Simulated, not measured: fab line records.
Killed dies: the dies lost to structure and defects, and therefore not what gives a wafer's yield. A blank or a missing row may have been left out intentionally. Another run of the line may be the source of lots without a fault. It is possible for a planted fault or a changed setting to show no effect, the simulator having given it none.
Chamber matching | flow sky130 | SKY_LI_CONTACT_ETCH_15 on rie_diel-02 has 4 sister chambers
The step etches PSG in C4F8/O2/Ar, stops on Si, target depth 600 nm. 14 wafers are shown with their chamber, then 7 later ones without.

## EACH WAFER AND ITS CHAMBER
wafer  | chamber | rf_fwd_power_W (W) | oes_product_au (a.u.)
L078.1 | 3       | 1485               | 0.845
L078.3 | 1       | 1493               | 0.840
L078.4 | 2       | 1488               | 0.843
L077.1 | 2       | 1494               | 0.850
L077.2 | 3       | 1484               | 0.853
L077.4 | 0       | 1494               | 0.846
L085.1 | 3       | 1484               | 0.846
L085.3 | 2       | 1494               | 0.850
L085.5 | 0       | 1494               | 0.844
L086.1 | 1       | 1483               | 0.853
L086.3 | 0       | 1490               | 0.844
L086.5 | 1       | 1485               | 0.846
L088.2 | 0       | 1500               | 0.839
L088.3 | 2       | 1494               | 0.853

SIGNATURES (averages over the wafers above)
reading        | chamber 0 | chamber 1 | chamber 2 | chamber 3 | scatter within a chamber
rf_fwd_power_W | 1494.50   | 1487.00   | 1492.50   | 1484.33   | 3.67
oes_product_au | 0.84325   | 0.84633   | 0.84900   | 0.84800   | 0.00451
Rule: a wafer's distance from a chamber is the root of the sum, over the readings, of the square of ((its reading less the chamber's mean) divided by the reading's scatter). If the next closest chamber is less than 2 further off than the closest, the wafer can't be placed; otherwise it belongs to the closest. The scatter is the square root of a quotient: the sum, over the shown wafers, of each reading's squared deviation from its chamber's mean, divided by wafers minus chambers.

## WAFERS WHOSE CHAMBER IS MISSING
wafer  | rf_fwd_power_W (W) | oes_product_au (a.u.)
L088.6 | 1507               | 0.852
L089.1 | 1492               | 0.849
L089.2 | 1482               | 0.839
L089.3 | 1495               | 0.846
L097.2 | 1486               | 0.846
L097.3 | 1488               | 0.843
L097.6 | 1489               | 0.843

## WHICH CHAMBER EACH ONE RAN IN
wafer  | from the rows above               | in truth
L088.6 | can't be placed: 0 or 2 or 1      | 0
L089.1 | can't be placed: 2 or 0 or 1 or 3 | 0
L089.2 | can't be placed: 3 or 1 or 0 or 2 | 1
L089.3 | can't be placed: 0 or 2 or 1      | 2
L097.2 | can't be placed: 1 or 3 or 2      | 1
L097.3 | can't be placed: 1 or 3 or 0 or 2 | 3
L097.6 | can't be placed: 1 or 0 or 2 or 3 | 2
Correct placement for 0 of the 7. Can't be placed from these rows: 7 (the true chamber is among the candidates in 7). 0 placed wrongly.
